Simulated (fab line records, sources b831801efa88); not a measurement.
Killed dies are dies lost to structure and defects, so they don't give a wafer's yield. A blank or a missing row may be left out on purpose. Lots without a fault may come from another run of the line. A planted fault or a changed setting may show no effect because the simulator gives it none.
Chamber matching | flow gf180mcu | GF_V1_CMP_04 on cmp-01: 4 sister chambers
The step polishes SiO2. 4 wafers are shown with their chamber, then 10 later ones without.

WAFERS WITH THEIR CHAMBER
wafer  | chamber | motor_current_A (A)
L730.4 | 2       | 12.9
L730.6 | 3       | 12.9
L731.3 | 1       | 11.6
L731.4 | 0       | 10.4

WAFERS WITHOUT THEIR CHAMBER
wafer  | motor_current_A (A)
L731.6 | 12.5
L732.1 | 10.7
L732.2 | 12.6
L732.3 | 13.2
L733.1 | 12.7
L733.3 | 11.2
L733.4 | 11.8
L735.1 | 13.0
L735.3 | 11.0
L735.5 | 10.6

WHICH CHAMBER EACH WENT THROUGH
wafer  | from the rows above          | in truth
L731.6 | can't be placed: 2 or 3 or 1 | 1
L732.1 | can't be placed: 0 or 1      | 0
L732.2 | can't be placed: 2 or 3      | 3
L732.3 | can't be placed: 2 or 3      | 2
L733.1 | can't be placed: 2 or 3      | 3
L733.3 | can't be placed: 1 or 0      | 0
L733.4 | 1                            | 1
L735.1 | can't be placed: 2 or 3      | 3
L735.3 | can't be placed: 0 or 1      | 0
L735.5 | 0                            | 0
Placed correctly: 2 of 10. Can't be placed from these rows: 8 (the true chamber is among the candidates in 8). Placed wrongly: 0.
How it was worked out, from the rows above alone: a wafer's distance from a chamber is the root of the sum, over the readings, of the square of ((its reading less the chamber's mean) divided by the reading's scatter). The wafer belongs to the nearest chamber; if the next one is less than 2 further off, it can't be placed. A chamber's mean is the mean of its shown wafers. The scatter: with one shown wafer a chamber, the root of the mean of the squares of how far each hidden wafer lies from its nearest shown one.
